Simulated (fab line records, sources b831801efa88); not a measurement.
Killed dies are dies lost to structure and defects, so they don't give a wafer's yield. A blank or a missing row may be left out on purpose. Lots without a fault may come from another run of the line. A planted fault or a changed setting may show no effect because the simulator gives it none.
A struck lot beside a sound one | flow sky130 | 19 steps out of a route of 708
Sound: wafers L213.1, L213.3, L213.6. Struck: wafer L222.2. (L222.4, L222.6 of the same lot were not struck and are left out.) The cause comes at the end.
At each step with rows: each side's tool, then ch and its chambers, then its first start. Under that, the readings that differ: sound wafers | struck wafers | difference of the means | sigmas: that difference in standard deviations of wafers without a fault.
alike: readings whose means differ by less than 2 such deviations, and words and numbers that are the same on both sides. not compared: withheld readings, readings that some wafer has no value for, bounds like >300 that may hide the same value, and numbers for which the record gives no deviation and whose values overlap.
The two part at a step that has a row with sigmas, a row that says differs or no value, or rows on one side only. Numbers that don't overlap but have no deviation are shown without sigmas and don't part them. A reading that every wafer of one side lacks parts them only if that side has two wafers or more.

SKY_VIA1_ETCH_15: etches SiO2 in C4F8/O2/Ar, stops on TiN, target depth 351 nm, time 54 s.
  sound on rie_diel-04 ch 0,1,3, day 34 10:32; struck on rie_diel-01 ch 1, day 37 13:25
  alike: oes_product_au
  not compared: rf_hours_counter_h
then, 4 steps without rows for these wafers: SKY_VIA1_STRIP_16 (strips in O2/N2); SKY_VIA1_STRIP_17 (strips in post etch residue remover, time 1200 s); SKY_VIA1_CLEAN_18 (cleans in IPA, time 180 s); SKY_VIA1_CLEAN_19 (cleans in O3/DIW).
SKY_VIA1_SPUTTER_20: material TiN, target thk 20 nm, time 80 s.
  sound on pvd_sputter-02, day 34 11:13; struck on pvd_sputter-04, day 37 14:04
  reading                | sound          | struck | difference | sigmas
  throttle_valve_pct (%) | 28.6 28.4 28.6 | 31.4   | +2.9       | +3
SKY_VIA1_CVD_21: deposits W, target thk 270 nm, time 80.902 s.
  sound on cvd_w-01 ch 0, day 34 11:16; struck on cvd_w-01 ch 0, day 37 14:07
  alike: heater_power_w
SKY_VIA1_RS_MEAS_22: measures by four-point-probe.
  sound on film_metro-03, day 34 11:22; struck on film_metro-02, day 37 14:14
  alike: VIA1_W_RS
SKY_VIA1_THK_MEAS_23: measures by xrf.
  sound on film_metro-03, day 34 11:29; struck on film_metro-02, day 37 14:20
  alike: VIA1_W_THK
then, 1 step without rows for these wafers: SKY_VIA1_CMP_24 (polishes, stops on SiO2, t overpolish 15 s, target thk 0 nm).
SKY_METAL2_SPUTTER_00: material Ti, target thk 15 nm, time 10 s.
  sound on pvd_sputter-03, day 34 11:51; struck on pvd_sputter-03, day 37 14:41
  alike: throttle_valve_pct
then, 1 step without rows for these wafers: SKY_METAL2_SPUTTER_01 (material TiN, target thk 20 nm, time 16.7 s).
SKY_METAL2_SPUTTER_02: material AlCu, target thk 250 nm, time 13.3 s.
  sound on pvd_sputter-03, day 34 11:53; struck on pvd_sputter-03, day 37 14:44
  reading                                     | sound             | struck | difference | sigmas
  model.AlCu_of_METAL2_SPUTTER_02.thk_nm (nm) | 246.9 247.4 244.1 | 285    | +39        |
  alike: throttle_valve_pct
SKY_METAL2_SPUTTER_03: material Ti, target thk 5 nm, time 3.3 s.
  sound on pvd_sputter-03, day 34 11:55; struck on pvd_sputter-03, day 37 14:46
  alike: throttle_valve_pct
then, 1 step without rows for these wafers: SKY_METAL2_SPUTTER_04 (material TiN, target thk 70 nm, time 58.3 s).
SKY_METAL2_RS_MEAS_05: measures by four-point-probe.
  sound on film_metro-04, day 34 11:59; struck on film_metro-01, day 37 14:51
  reading                 | sound                | struck | difference | sigmas
  METAL2_ALCU_RS (ohm/sq) | 0.1284 0.1282 0.1299 | 0.1105 | -0.0183    | -11
SKY_METAL2_THK_MEAS_06: measures by xrf.
  sound on film_metro-04, day 34 12:07; struck on film_metro-01, day 37 14:58
  reading              | sound       | struck | difference | sigmas
  METAL2_ALCU_THK (nm) | 245 247 243 | 286    | +41        | +13
then, 1 step without rows for these wafers: SKY_METAL2_DEHYDRATE_07 (time 60 s).
-- the record jumps here: 11 days lie between the struck wafers' starts before and after (it left off in module METAL2 and takes up again in module PAD_OPEN, whose first step shown is number 708 of the route) --
SKY_PAD_OPEN_PROBE_99:
  sound on prober-02, day 46 06:02; struck on prober-02, day 48 13:05
  reading                      | sound                | struck | difference | sigmas
  model.etest.met2.line_ohm_um | 0.9256 0.9252 0.9526 | 0.8222 | -0.1123    |
  model.etest.met2.rs_ohm_sq   | 0.1293 0.1296 0.1308 | 0.1124 | -0.0175    |

WHERE THEY PART
First at SKY_VIA1_SPUTTER_20; last, within this record, at SKY_METAL2_THK_MEAS_06.

WHY: what the simulator had put in
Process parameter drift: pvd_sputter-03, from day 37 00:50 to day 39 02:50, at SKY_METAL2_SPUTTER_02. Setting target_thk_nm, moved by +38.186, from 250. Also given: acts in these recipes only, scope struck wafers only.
